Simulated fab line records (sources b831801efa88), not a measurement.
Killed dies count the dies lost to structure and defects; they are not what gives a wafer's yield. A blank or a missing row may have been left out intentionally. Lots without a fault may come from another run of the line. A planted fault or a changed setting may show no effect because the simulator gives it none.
fab line records	flow gf180mcu
record lots=5	wafers=15	lastDay=34
route steps=602 shown STI@15 DNWELL@32 NWELL@42
lots that met no fault: taken from a fault-free run of the same line
startH: hours from the record's opening day to when the first of the lot's shown wafers began	waitH: hours from the lot's prior step to this one	" as in the row above	L1.1+2: several wafers, shown together as one row	- either no value or no given start	* or withheld: withheld	< > ~ a bound
route shown NAME@n: NAME is a module with steps in the file, n the number in the route of the first one	usual: mean/standard deviation taken from wafers without a fault	same: alike in all rows	chamber/n: place in a boat	sites: per-site readings	_std_site: standard deviation across them	_edge_site: inner sites' mean taken away from outer sites' mean	radiusMm: for every site, how far away it sits from the centre of the wafer	mask NAME#n: copy n	behind: the last tool/chamber to shape the wafer	hold: the reason the lot was held/the length of the hold in hours/how it ended	device: which transistor (n, p or np) failed to switch	end of line: the tests these same wafers got at the end of their route	step lacking rows: just its recipe	killed: count of dies lost to structure and defects at first sort (not the wafer's yield)	map: the dies of a wafer, with x for killed, . for not killed, _ for no die there
set.NAME: the run value of the setting; set.NAME@STEP: its run value at that earlier step	model.NAME: the simulator's own value behind a step, which no gauge read
lots at some steps of the route; a table a step, a row a wafer
services: from which hour (startH, from the record's first day; less than 0 if before it) a tool's chamber was out of use, for how many hours, and why
## steps
# step GF_STI_ETCH_14
# recipe target=Si	chemistry=HBr/Cl2/O2	targetDepthNm=360	icpW=600	biasW=150	pressureMtorr=15	HBr_flow_sccm=150	Cl2_flow_sccm=40	O2_flow_sccm=6	timeS=102.9
# usual biasW=150.0/0.45	drypumpMotorCurrentA=5.7/0.45	oesProductAu=1.004/0.013	throttleValvePct=25.654/0.013
lot.wafer	tool	chamber	startH	waitH	biasW	drypumpMotorCurrentA	oesProductAu	rfHoursCounterH	throttleValvePct
L078.3	rieSi-01	1	46.91	0.0	149.8	5.5	0.985	150	25.682
L078.5	"	2	"	"	150.3	5.6	1.041	-	25.631
L078.6	"	3	"	"	150.3	5.3	0.993	-	25.641
L081.3	rieSi-01	3	63.26	0.0	150.6	5.3	0.989	90	25.661
L081.5	"	1	"	"	149.8	5.5	0.983	-	25.659
L081.6	"	2	"	"	149.2	5.6	1.031	-	25.625
L092.2	rieSi-01	3	118.76	0.0	150.9	5.3	1.010	90	25.639
L092.5	"	0	"	"	150.1	6.4	1.013	-	25.649
L092.6	"	3	"	"	150.3	5.3	1.007	-	25.667
L096.1	rieSi-02	3	138.01	0.0	149.6	5.7	0.999	129	25.651
L096.5	"	2	"	"	150.0	6.1	1.004	-	25.654
L096.6	"	1	"	"	149.3	4.9	1.002	-	25.645
L097.2	rieSi-02	2	143.46	0.0	149.7	6.2	0.998	55	25.656
L097.3	"	1	"	"	150.7	4.9	1.013	79	25.668
L097.5	"	2	"	"	150.6	6.1	1.000	-	25.659
# step GF_STI_STRIP_15
# recipe chemistry=O2/N2	powerW=1400	pressureMtorr=1500	platenTempC=250	o2FlowSccm=3000	n2FlowSccm=300	overashFraction=0.5
# usual drypumpMotorCurrentA=5.62/0.17	heaterPowerW=373/36	o2FlowSccm=3000/9.9	oesProductAu=0.384/0.0051	platenTempC=250.03/0.17	stripTimeToEndpointS=3.72/0.059
lot.wafer	tool	chamber	startH	waitH	drypumpMotorCurrentA	heaterPowerW	o2FlowSccm	oesProductAu	platenTempC	rfHoursCounterH	stripTimeToEndpointS
L078.3	plasmaAsher-04	0	47.02	0.1	5.49	353	3011	0.390	249.92	-	3.76
L078.5	"	0	"	"	5.50	362	3010	0.382	249.90	-	3.67
L078.6	"	1	"	"	5.50	449	2982	0.377	249.82	-	3.63
L081.3	plasmaAsher-04	0	63.36	0.1	5.49	354	3001	0.384	250.21	-	3.68
L081.5	"	0	"	"	5.52	366	2995	0.390	250.33	-	3.76
L081.6	"	1	"	"	5.51	442	2985	0.373	250.07	-	3.61
L092.2	plasmaAsher-02	0	118.83	0.0	5.96	325	2998	0.381	249.91	0	3.71
L092.5	"	1	"	"	5.54	336	3008	0.388	250.16	-	3.60
L092.6	"	0	"	"	5.95	331	2995	0.381	249.86	-	3.74
L096.1	plasmaAsher-04	0	138.08	0.0	5.46	360	2987	0.382	250.29	39	3.74
L096.5	"	1	"	"	5.52	434	2983	0.384	250.34	-	3.73
L096.6	"	0	"	"	5.49	354	2984	0.389	250.27	-	3.75
L097.2	plasmaAsher-03	1	143.53	0.0	5.57	374	2989	0.385	249.77	49	3.81
L097.3	"	1	"	"	5.57	374	2994	0.383	249.87	-	3.74
L097.5	"	1	"	"	5.59	377	2986	0.388	249.92	-	3.74
# step GF_STI_CLEAN_16
# recipe chemistry=dHF	timeS=25	dilution=100:1
lot.wafer	tool	chamber	startH	waitH
L078.3+5+6	wetBench-01	2	47.08	0.0
L081.3+5+6	wetBench-04	0	63.43	0.0
L092.2+5+6	wetBench-01	3	118.93	0.1
L096.1+5+6	wetBench-04	3	138.18	0.1
L097.2+3+5	wetBench-04	2	143.63	0.1
# step GF_STI_WET_ETCH_17
# recipe chemistry=H3PO4	targetDepthNm=45	tempC=160	target=Si3N4	timeS=514
lot.wafer	tool	chamber	startH	waitH
L078.3+5+6	wetBench-02	3	47.11	0.0
L081.3+5+6	wetBench-02	0	63.45	0.0
L092.2+5+6	wetBench-02	3	118.95	0.0
L096.1+5+6	wetBench-01	2	138.20	0.0
L097.2+3+5	wetBench-02	1	143.65	0.0
# step GF_STI_CLEAN_18
# recipe chemistry=SC1/SC2	mix=1:4:20	tempC=70	timeS=150
lot.wafer	tool	chamber	startH	waitH
L078.3+5+6	wetBench-01	3	47.28	0.0
L081.3+5+6	wetBench-04	2	63.61	0.0
L092.2+5+6	wetBench-01	2	119.10	0.0
L096.1+5+6	wetBench-04	3	138.35	0.0
L097.2+3+5	wetBench-01	0	143.80	0.0
# step GF_STI_CLEAN_19
# recipe chemistry=dHF	timeS=20	dilution=100:1
lot.wafer	tool	chamber	startH	waitH
L078.3+5+6	wetBench-04	1	47.38	0.0
L081.3+5+6	wetBench-02	0	63.66	0.0
L092.2+5+6	wetBench-02	0	119.15	0.0
L096.1+5+6	wetBench-02	0	138.40	0.0
L097.2+3+5	wetBench-04	1	143.85	0.0
# step GF_STI_WET_ETCH_20
# recipe chemistry=dHF	dilution=100:1	targetDepthNm=20	tempC=25	dry=ipaMarangoni	target=SiO2	timeS=400
lot.wafer	tool	chamber	startH	waitH
L078.3+5+6	wetBench-02	3	47.39	0.0
L081.3+5+6	wetBench-04	2	63.68	0.0
L092.2+5+6	wetBench-01	0	119.16	0.0
L096.1+5+6	wetBench-01	1	138.42	0.0
L097.2+3+5	wetBench-02	3	143.86	0.0
# step GF_STI_OXIDATION_21
# recipe tempC=1000	ambient=O2	stabiliseS=600	purgeS=300	targetThkA=150	oxTimeS=458
# usual spikeTcCentreC=1001.5/1.2	tubeCenterTempC=1000/0.094	zonePowerBottomPct=39.1/0.43
lot.wafer	tool	chamber	startH	waitH	spikeTcCentreC	tubeCenterTempC	zonePowerBottomPct
L078.3	furnace-02	0	53.87	6.3	1000.5	1000	40.0
L078.5	"	0	"	"	1000.1	999.91	39.3
L078.6	"	0	"	"	1001.5	999.95	39.5
L081.3	furnace-02	0	63.80	0.0	1000.0	1000.2	39.9
L081.5	"	0	"	"	1000.8	1000	38.8
L081.6	"	0	"	"	1002.4	999.89	39.5
L092.2	furnace-02	0	120.00	0.7	1000.9	999.9	38.8
L092.5	"	0	"	"	1001.2	999.94	39.7
L092.6	"	0	"	"	1001.5	1000	39.1
L096.1	furnace-02	0	138.54	0.0	1000.5	1000	39.1
L096.5	"	0	"	"	1001.9	999.98	38.8
L096.6	"	0	"	"	999.8	999.97	39.9
L097.2	furnace-01	0	143.98	0.0	1002.2	999.87	39.2
L097.3	"	0	"	"	1001.7	1000	39.5
L097.5	"	0	"	"	1002.3	999.93	38.4
# step GF_STI_THK_MEAS_22
# recipe reads=SiO2_of_STI_OXIDATION_21
# usual STI_OXIDATION_01_THK=15.10/0.3
lot.wafer	tool	chamber	startH	waitH	STI_OXIDATION_01_THK[nm]
L078.3	filmMetro-02	-	55.02	0.0	15.22
L078.5	"	-	"	"	15.17
L078.6	"	-	"	"	15.21
L081.3	filmMetro-04	-	64.94	0.0	14.57
L081.5	"	-	"	"	14.58
L081.6	"	-	"	"	14.84
L092.2	filmMetro-02	-	121.14	0.0	15.45
L092.5	"	-	"	"	15.13
L092.6	"	-	"	"	15.36
L096.1	filmMetro-02	-	139.66	0.0	15.23
L096.5	"	-	"	"	15.26
L096.6	"	-	"	"	15.28
L097.2	filmMetro-01	-	145.12	0.0	14.51
L097.3	"	-	"	"	14.44
L097.5	"	-	"	"	14.71
# step GF_STI_CVD_23
# recipe material=SiO2	targetThkNm=650	sigmaOpenFrac=0.3	timeS=108.3	tempC=600	sih4FlowSccm=62.66	pressureMtorr=6
# usual pressureMtorr=6.000/0.011	susceptorTempC=599.99/0.29
lot.wafer	tool	chamber	startH	waitH	pressureMtorr	susceptorTempC
L078.3	hdpcvd-02	1	55.06	0.0	6.000	599.93
L078.5	"	1	"	"	5.989	599.95
L078.6	"	2	"	"	6.001	600.09
L081.3	hdpcvd-02	1	64.98	0.0	6.004	600.11
L081.5	"	1	"	"	5.994	599.82
L081.6	"	0	"	"	6.014	599.64
L092.2	hdpcvd-01	1	121.19	0.0	6.008	599.90
L092.5	"	2	"	"	6.018	600.58
L092.6	"	1	"	"	6.010	599.91
L096.1	hdpcvd-02	2	139.72	0.1	5.991	600.11
L096.5	"	2	"	"	6.007	599.78
L096.6	"	1	"	"	6.008	599.66
L097.2	hdpcvd-02	0	145.17	0.0	6.000	599.94
L097.3	"	2	"	"	5.994	599.54
L097.5	"	1	"	"	5.995	600.01
# step GF_STI_THK_MEAS_24
# recipe reads=SiO2_of_STI_CVD_23
# usual STI_CVD_23_THK=685/7.3
lot.wafer	tool	chamber	startH	waitH	STI_CVD_23_THK[nm]
L078.3	filmMetro-02	-	55.15	0.1	693
L078.5	"	-	"	"	683
L078.6	"	-	"	"	671
L081.3	filmMetro-04	-	65.08	0.1	694
L081.5	"	-	"	"	691
L081.6	"	-	"	"	676
L092.2	filmMetro-01	-	121.28	0.0	686
L092.5	"	-	"	"	687
L092.6	"	-	"	"	680
L096.1	filmMetro-01	-	139.80	0.0	690
L096.5	"	-	"	"	688
L096.6	"	-	"	"	693
L097.2	filmMetro-01	-	145.26	0.0	688
L097.3	"	-	"	"	690
L097.5	"	-	"	"	692
# step GF_STI_CMP_25
# recipe stopOn=Si3N4	tOverpolishS=33	downForcePsi=4	platenRpm=60	targetThkNm=524.6	padVelocityMS=0.94248
# usual motorCurrentA=12.4/1.3	overpolishRunS=33.001/0.0092	timeToEndpointS=130/4.7
lot.wafer	tool	chamber	startH	waitH	motorCurrentA	overpolishRunS	timeToEndpointS
L078.3	cmp-01	0	55.24	0.1	11.6	32.997	136
L078.6	"	3	"	"	14.4	33.004	131
L078.5	"	0	"	"	11.6	32.995	132
L081.3	cmp-02	0	65.47	0.4	13.9	33.003	127
L081.5	"	1	"	"	12.0	32.984	132
L081.6	"	2	"	"	10.4	32.998	126
L092.2	cmp-02	1	121.38	0.1	12.6	33.017	133
L092.5	"	0	"	"	14.4	33.000	123
L092.6	"	1	"	"	12.0	33.005	126
L096.1	cmp-02	1	139.96	0.1	11.8	33.015	133
L096.5	"	3	"	"	13.6	33.005	125
L096.6	"	0	"	"	14.6	32.998	125
L097.2	cmp-02	0	145.41	0.1	14.0	32.986	129
L097.3	"	3	"	"	13.5	32.999	129
L097.5	"	1	"	"	11.9	33.005	138
# step GF_STI_WET_ETCH_26
# recipe chemistry=dHF	targetDepthNm=94	target=SiO2	tempC=25	dilution=10:1	timeS=188
lot.wafer	tool	chamber	startH	waitH
L078.3+5+6	wetBench-04	1	55.49	0.2
L081.3+5+6	wetBench-01	1	65.62	0.1
L092.2+5+6	wetBench-04	2	121.63	0.2
L096.1+5+6	wetBench-02	2	140.16	0.1
L097.2+3+5	wetBench-04	2	145.71	0.2
# step GF_STI_WET_ETCH_27
# recipe chemistry=H3PO4	targetDepthNm=160	target=Si3N4	tempC=160	timeS=1825
lot.wafer	tool	chamber	startH	waitH
L078.3+5+6	wetBench-04	0	55.55	0.0
L081.3+5+6	wetBench-02	1	65.68	0.0
L092.2+5+6	wetBench-02	2	121.69	0.0
L096.1+5+6	wetBench-01	3	140.22	0.0
L097.2+3+5	wetBench-02	0	145.77	0.0
# step GF_STI_WET_ETCH_28
# recipe chemistry=dHF	targetDepthNm=20	dry=ipaMarangoni	target=SiO2	tempC=25	dilution=10:1	timeS=40
lot.wafer	tool	chamber	startH	waitH
L078.3+5+6	wetBench-02	3	56.07	0.0
L081.3+5+6	wetBench-02	3	66.24	0.0
L092.2+5+6	wetBench-01	2	122.20	0.0
L096.1+5+6	wetBench-04	3	140.74	0.0
L097.2+3+5	wetBench-04	2	146.34	0.0
# step GF_STI_OXIDATION_29
# recipe tempC=900	ambient=O2	stabiliseS=600	purgeS=300	targetThkA=100	oxTimeS=1418
# usual spikeTcCentreC=901.4/1.3	tubeCenterTempC=900/0.086	zonePowerBottomPct=30.9/0.36
lot.wafer	tool	chamber	startH	waitH	spikeTcCentreC	tubeCenterTempC	zonePowerBottomPct
L078.3	furnace-02	0	59.34	3.2	902.5	899.82	30.8
L078.5	"	0	"	"	900.4	900.17	31.2
L078.6	"	0	"	"	899.3	900	31.1
L081.3	furnace-02	0	66.51	0.3	901.2	900.11	31.7
L081.5	"	0	"	"	900.5	899.86	31.3
L081.6	"	0	"	"	901.1	900.11	30.6
L092.2	furnace-02	0	122.22	0.0	898.4	900.08	31.5
L092.5	"	0	"	"	900.3	899.91	31.1
L092.6	"	0	"	"	900.8	900.01	30.8
L096.1	furnace-02	0	141.16	0.4	901.0	900.06	31.1
L096.5	"	0	"	"	900.6	899.9	31.3
L096.6	"	0	"	"	901.0	899.97	31.0
L097.2	furnace-02	0	146.51	0.2	899.7	899.88	30.9
L097.3	"	0	"	"	899.3	900.07	30.9
L097.5	"	0	"	"	900.4	900.09	30.7
# step GF_STI_THK_MEAS_30
# recipe reads=SiO2_of_STI_OXIDATION_29
# usual STI_OXIDATION_02_THK=10.01/0.18
lot.wafer	tool	chamber	startH	waitH	STI_OXIDATION_02_THK[nm]
L078.3	filmMetro-04	-	60.75	0.0	9.76
L078.5	"	-	"	"	9.89
L078.6	"	-	"	"	9.85
L081.3	filmMetro-02	-	67.93	0.0	9.73
L081.5	"	-	"	"	9.80
L081.6	"	-	"	"	9.86
L092.2	filmMetro-04	-	123.63	0.0	10.19
L092.5	"	-	"	"	10.13
L092.6	"	-	"	"	10.34
L096.1	filmMetro-04	-	142.56	0.0	10.20
L096.5	"	-	"	"	10.07
L096.6	"	-	"	"	10.11
L097.2	filmMetro-04	-	147.92	0.0	9.71
L097.3	"	-	"	"	9.69
L097.5	"	-	"	"	9.79
# step GF_DNWELL_DEHYDRATE_00
# recipe tempC=200	timeS=60
lot.wafer	tool	chamber	startH	waitH
L078.3+5+6	lithoTrack-04	0	66.91	6.1
L081.3+5+6	lithoTrack-03	0	73.76	5.8
L092.2+5+6	lithoTrack-03	0	130.43	6.8
L096.1+5+6	lithoTrack-01	0	149.66	7.1
L097.2+3+5	lithoTrack-03	0	154.63	6.7
# step GF_DNWELL_HMDS_01
# recipe primeTimeS=60	primeTempC=120
lot.wafer	tool	chamber	startH	waitH
L078.3+5+6	lithoTrack-04	0	67.06	0.1
L081.3+5+6	lithoTrack-03	0	73.91	0.1
L092.2+5+6	lithoTrack-03	0	130.58	0.1
L096.1+5+6	lithoTrack-01	0	149.81	0.1
L097.2+3+5	lithoTrack-03	0	154.78	0.1
# step GF_DNWELL_COAT_02
# recipe spinRpm=2000	resistThkNm=3000
lot.wafer	tool	chamber	startH	waitH
L078.3+5+6	lithoTrack-04	0	67.21	0.1
L081.3+5+6	lithoTrack-03	0	74.06	0.1
L092.2+5+6	lithoTrack-03	0	130.73	0.1
L096.1+5+6	lithoTrack-01	0	149.96	0.1
L097.2+3+5	lithoTrack-03	0	154.93	0.1
# step GF_DNWELL_SOFTBAKE_03
# recipe tempC=110	timeS=withheld
lot.wafer	tool	chamber	startH	waitH
L078.3+5+6	lithoTrack-04	0	67.38	0.1
L081.3+5+6	lithoTrack-03	0	74.22	0.1
L092.2+5+6	lithoTrack-03	0	130.89	0.1
L096.1+5+6	lithoTrack-01	0	150.11	0.1
L097.2+3+5	lithoTrack-03	0	155.09	0.1
# step GF_DNWELL_EXPOSE_04
# recipe maskId=DNWELL	targetCdNm=1700	na=0.6	sourceShape=conventional	sigmaOuter=0.6	doseMj=260
# usual exposureDoseMJCm2=259.95/0.25
lot.wafer	tool	chamber	startH	waitH	mask	exposureDoseMJCm2
L078.3	ilineStepper-01	0	-	-	DNWELL#0	260.17
L078.5	"	0	"	"	DNWELL#0	260.04
L078.6	"	0	"	"	DNWELL#0	259.94
L081.3	ilineStepper-01	0	-	-	DNWELL#0	259.70
L081.5	"	0	"	"	DNWELL#0	259.88
L081.6	"	0	"	"	DNWELL#0	259.73
L092.2	ilineStepper-02	0	-	-	DNWELL#0	260.47
L092.5	"	0	"	"	DNWELL#0	260.08
L092.6	"	0	"	"	DNWELL#0	260.07
L096.1	ilineStepper-01	0	-	-	DNWELL#0	260.34
L096.5	"	0	"	"	DNWELL#0	259.91
L096.6	"	0	"	"	DNWELL#0	259.77
L097.2	ilineStepper-02	0	-	-	DNWELL#0	259.58
L097.3	"	0	"	"	DNWELL#0	259.74
L097.5	"	0	"	"	DNWELL#0	259.69
# step GF_DNWELL_PEB_05
# recipe tempC=115	timeS=withheld
lot.wafer	tool	chamber	startH	waitH
L078.3+5+6	lithoTrack-03	0	-	-
L081.3+5+6	lithoTrack-01	0	-	-
L092.2+5+6	lithoTrack-03	0	-	-
L096.1+5+6	lithoTrack-01	0	-	-
L097.2+3+5	lithoTrack-03	0	-	-
# step GF_DNWELL_DEVELOP_06
# recipe wallAngleDeg=90	developTimeS=60	devTempC=23
# same developTimeS=60
lot.wafer	tool	chamber	startH	waitH
L078.3+5+6	lithoTrack-03	0	-	-
L081.3+5+6	lithoTrack-01	0	-	-
L092.2+5+6	lithoTrack-03	0	-	-
L096.1+5+6	lithoTrack-01	0	-	-
L097.2+3+5	lithoTrack-03	0	-	-
# step GF_DNWELL_IMPLANT_07
# recipe species=P	energyKev=1500	doseCm2=1e+13	tiltDeg=0
# usual faradayCurrentUA=56.4/1.1
lot.wafer	tool	chamber	startH	waitH	faradayCurrentUA
L078.3	implanter-03	0	73.76	-	57.0
L078.5	"	0	"	"	56.5
L078.6	"	0	"	"	58.5
L081.3	implanter-03	0	81.51	-	56.9
L081.5	"	0	"	"	56.1
L081.6	"	0	"	"	58.2
L092.2	implanter-02	0	137.78	-	54.9
L092.5	"	0	"	"	59.3
L092.6	"	0	"	"	55.9
L096.1	implanter-04	0	158.66	-	56.2
L096.5	"	0	"	"	57.2
L096.6	"	0	"	"	58.4
L097.2	implanter-04	0	163.28	-	56.2
L097.3	"	0	"	"	56.5
L097.5	"	0	"	"	54.7
# step GF_DNWELL_STRIP_08
# recipe chemistry=O2/N2	powerW=1400	pressureMtorr=1500	platenTempC=250	o2FlowSccm=3000	n2FlowSccm=300	overashFraction=0.5
# usual drypumpMotorCurrentA=5.45/0.19	heaterPowerW=359/45	o2FlowSccm=2999/8.2	oesProductAu=0.722/0.0049	platenTempC=250.02/0.18	stripTimeToEndpointS=36.96/0.1
lot.wafer	tool	chamber	startH	waitH	drypumpMotorCurrentA	heaterPowerW	o2FlowSccm	oesProductAu	platenTempC	rfHoursCounterH	stripTimeToEndpointS
L078.3	plasmaAsher-04	1	73.89	0.1	5.50	446	2994	0.720	250.17	-	36.99
L078.5	"	1	"	"	5.50	446	2996	0.716	249.98	-	37.03
L078.6	"	0	"	"	5.49	362	2995	0.720	250.00	-	37.00
L081.3	plasmaAsher-02	1	81.64	0.1	5.54	357	2994	0.725	250.11	-	37.01
L081.5	"	1	"	"	5.58	359	3011	0.721	249.78	-	36.95
L081.6	"	0	"	"	5.97	333	2999	0.724	250.01	-	37.02
L092.2	plasmaAsher-01	0	137.90	0.1	5.26	346	3003	0.726	250.04	52	37.03
L092.5	"	1	"	"	5.32	305	3008	0.719	250.13	-	36.99
L092.6	"	0	"	"	5.24	350	3004	0.730	249.96	-	37.03
L096.1	plasmaAsher-04	1	158.81	0.1	5.49	437	2997	0.724	249.97	41	36.88
L096.5	"	0	"	"	5.48	357	2995	0.719	250.32	-	36.87
L096.6	"	1	"	"	5.46	434	3011	0.716	249.56	-	36.97
L097.2	plasmaAsher-01	0	163.40	0.1	5.27	344	3000	0.723	250.09	55	36.71
L097.3	"	1	"	"	5.26	302	3005	0.728	249.83	-	36.94
L097.5	"	1	"	"	5.26	311	3002	0.715	249.72	-	36.78
# step GF_DNWELL_TW_MEAS_09
# usual DNWELL_TW=1348/8.4
lot.wafer	tool	chamber	startH	waitH	DNWELL_TW
L078.3	filmMetro-01	-	73.98	0.1	1343
L078.5	"	-	"	"	1355
L078.6	"	-	"	"	1351
L081.3	filmMetro-01	-	81.73	0.1	1339
L081.5	"	-	"	"	1352
L081.6	"	-	"	"	1347
L092.2	filmMetro-04	-	138.01	0.1	1357
L092.5	"	-	"	"	1355
L092.6	"	-	"	"	1345
L096.1	filmMetro-04	-	158.91	0.1	1355
L096.5	"	-	"	"	1354
L096.6	"	-	"	"	1365
L097.2	filmMetro-01	-	163.51	0.1	1340
L097.3	"	-	"	"	1339
L097.5	"	-	"	"	1330
# step GF_NWELL_DEHYDRATE_00
# recipe tempC=200	timeS=60
lot.wafer	tool	chamber	startH	waitH
L078.3+5+6	lithoTrack-02	0	80.49	6.5
L081.3+5+6	lithoTrack-03	0	87.71	6.0
L092.2+5+6	lithoTrack-01	0	145.33	7.3
L096.1+5+6	lithoTrack-02	0	166.04	7.1
L097.2+3+5	lithoTrack-01	0	170.48	7.0
# step GF_NWELL_HMDS_01
# recipe primeTimeS=60	primeTempC=120
lot.wafer	tool	chamber	startH	waitH
L078.3+5+6	lithoTrack-02	0	80.64	0.1
L081.3+5+6	lithoTrack-03	0	87.86	0.1
L092.2+5+6	lithoTrack-01	0	145.48	0.1
L096.1+5+6	lithoTrack-02	0	166.19	0.1
L097.2+3+5	lithoTrack-01	0	170.63	0.1
# step GF_NWELL_COAT_02
# recipe spinRpm=2000	resistThkNm=3000
lot.wafer	tool	chamber	startH	waitH
L078.3+5+6	lithoTrack-02	0	80.79	0.1
L081.3+5+6	lithoTrack-03	0	88.01	0.1
L092.2+5+6	lithoTrack-01	0	145.63	0.1
L096.1+5+6	lithoTrack-02	0	166.34	0.1
L097.2+3+5	lithoTrack-01	0	170.78	0.1
# step GF_NWELL_SOFTBAKE_03
# recipe tempC=110	timeS=withheld
lot.wafer	tool	chamber	startH	waitH
L078.3+5+6	lithoTrack-02	0	80.96	0.1
L081.3+5+6	lithoTrack-03	0	88.17	0.1
L092.2+5+6	lithoTrack-01	0	145.79	0.1
L096.1+5+6	lithoTrack-02	0	166.49	0.1
L097.2+3+5	lithoTrack-01	0	170.94	0.1
# step GF_NWELL_EXPOSE_04
# recipe maskId=Nwell	targetCdNm=860	na=0.6	sourceShape=conventional	sigmaOuter=0.6	doseMj=260
# usual exposureDoseMJCm2=259.98/0.26
lot.wafer	tool	chamber	startH	waitH	mask	exposureDoseMJCm2
L078.3	ilineStepper-02	0	-	-	Nwell#0	259.94
L078.5	"	0	"	"	Nwell#0	259.60
L078.6	"	0	"	"	Nwell#0	259.89
L081.3	ilineStepper-01	0	-	-	Nwell#0	259.55
L081.5	"	0	"	"	Nwell#0	260.21
L081.6	"	0	"	"	Nwell#0	260.34
L092.2	ilineStepper-01	0	-	-	Nwell#0	259.63
L092.5	"	0	"	"	Nwell#0	260.17
L092.6	"	0	"	"	Nwell#0	259.81
L096.1	ilineStepper-02	0	-	-	Nwell#0	260.20
L096.5	"	0	"	"	Nwell#0	259.95
L096.6	"	0	"	"	Nwell#0	259.95
L097.2	ilineStepper-02	0	-	-	Nwell#0	260.18
L097.3	"	0	"	"	Nwell#0	260.51
L097.5	"	0	"	"	Nwell#0	260.18
# step GF_NWELL_PEB_05
# recipe tempC=115	timeS=withheld
lot.wafer	tool	chamber	startH	waitH
L078.3+5+6	lithoTrack-01	0	-	-
L081.3+5+6	lithoTrack-01	0	-	-
L092.2+5+6	lithoTrack-03	0	-	-
L096.1+5+6	lithoTrack-03	0	-	-
L097.2+3+5	lithoTrack-01	0	-	-
# step GF_NWELL_DEVELOP_06
# recipe wallAngleDeg=90	developTimeS=60	devTempC=23
# same developTimeS=60
lot.wafer	tool	chamber	startH	waitH
L078.3+5+6	lithoTrack-01	0	-	-
L081.3+5+6	lithoTrack-01	0	-	-
L092.2+5+6	lithoTrack-03	0	-	-
L096.1+5+6	lithoTrack-03	0	-	-
L097.2+3+5	lithoTrack-01	0	-	-
# step GF_NWELL_OVL_MEAS_07
# usual NWELL_OVL=0.2/1.6
lot.wafer	tool	chamber	startH	waitH	NWELL_OVL[nm]
L078.3	overlay-01	-	87.62	-	0.2
L078.5	"	-	"	"	0.9
L078.6	"	-	"	"	1.1
L081.3	overlay-01	-	95.52	-	2.9
L081.5	"	-	"	"	0.8
L081.6	"	-	"	"	1.7
L092.2	overlay-02	-	153.41	-	-0.1
L092.5	"	-	"	"	0.5
L092.6	"	-	"	"	-0.4
L096.1	overlay-02	-	174.25	-	0.0
L096.5	"	-	"	"	0.3
L096.6	"	-	"	"	0.3
L097.2	overlay-01	-	178.76	-	-1.1
L097.3	"	-	"	"	0.3
L097.5	"	-	"	"	0.2
# step GF_NWELL_IMPLANT_08
# recipe species=P	energyKev=450	doseCm2=1.5e+13	tiltDeg=0
# usual faradayCurrentUA=84.3/1.7
lot.wafer	tool	chamber	startH	waitH	faradayCurrentUA
L078.3	implanter-01	0	87.69	0.1	82.9
L078.5	"	0	"	"	82.0
L078.6	"	0	"	"	84.5
L081.3	implanter-04	0	95.59	0.1	83.9
L081.5	"	0	"	"	83.8
L081.6	"	0	"	"	81.2
L092.2	implanter-01	0	153.47	0.0	83.5
L092.5	"	0	"	"	83.1
L092.6	"	0	"	"	87.1
L096.1	implanter-04	0	174.29	0.0	84.6
L096.5	"	0	"	"	82.6
L096.6	"	0	"	"	85.9
L097.2	implanter-04	0	178.82	0.0	85.1
L097.3	"	0	"	"	83.3
L097.5	"	0	"	"	85.0
# step GF_NWELL_IMPLANT_09
# recipe species=P	energyKev=160	doseCm2=4.096e+12	tiltDeg=0
# usual faradayCurrentUA=23.2/0.49
lot.wafer	tool	chamber	startH	waitH	faradayCurrentUA
L078.3	implanter-01	0	87.84	0.1	23.4
L078.5	"	0	"	"	23.3
L078.6	"	0	"	"	22.6
L081.3	implanter-04	0	95.74	0.1	22.6
L081.5	"	0	"	"	23.5
L081.6	"	0	"	"	23.5
L092.2	implanter-01	0	153.62	0.1	23.0
L092.5	"	0	"	"	23.5
L092.6	"	0	"	"	23.9
L096.1	implanter-04	0	174.44	0.1	23.1
L096.5	"	0	"	"	23.1
L096.6	"	0	"	"	22.5
L097.2	implanter-04	0	178.97	0.1	23.8
L097.3	"	0	"	"	22.8
L097.5	"	0	"	"	23.3
## services
tool	chamber	startH	hours	kind
implanter-04	-	24.95	2.9	repair
hdpcvd-02	2	56.29	2.1	repair
ilineStepper-01	-	57.72	7.8	repair
plasmaAsher-02	-	58.46	21.3	repair
rieSi-02	-	61.20	14.6	pm
plasmaAsher-01	-	63.41	2.8	repair
implanter-04	-	71.33	5.2	pm
plasmaAsher-04	-	75.03	0.3	repair
wetBench-01	-	79.24	1.9	pm
rieSi-02	3	79.47	1.3	repair
hdpcvd-02	-	93.04	2.8	pm
hdpcvd-02	2	105.68	2.0	repair
wetBench-04	-	117.99	3.2	repair
implanter-04	-	126.79	4.2	pm
implanter-04	-	131.03	3.7	pm
rieSi-01	2	135.63	7.2	repair
cmp-02	-	144.28	1.1	repair
implanter-01	-	149.72	3.5	pm
ilineStepper-02	-	151.19	1.7	pm
plasmaAsher-04	-	154.21	2.1	repair
ilineStepper-01	-	159.34	5.7	repair
cmp-02	-	163.02	4.6	pm
ilineStepper-01	-	177.90	4.4	pm
furnace-02	-	178.93	3.7	pm
## key
fault none
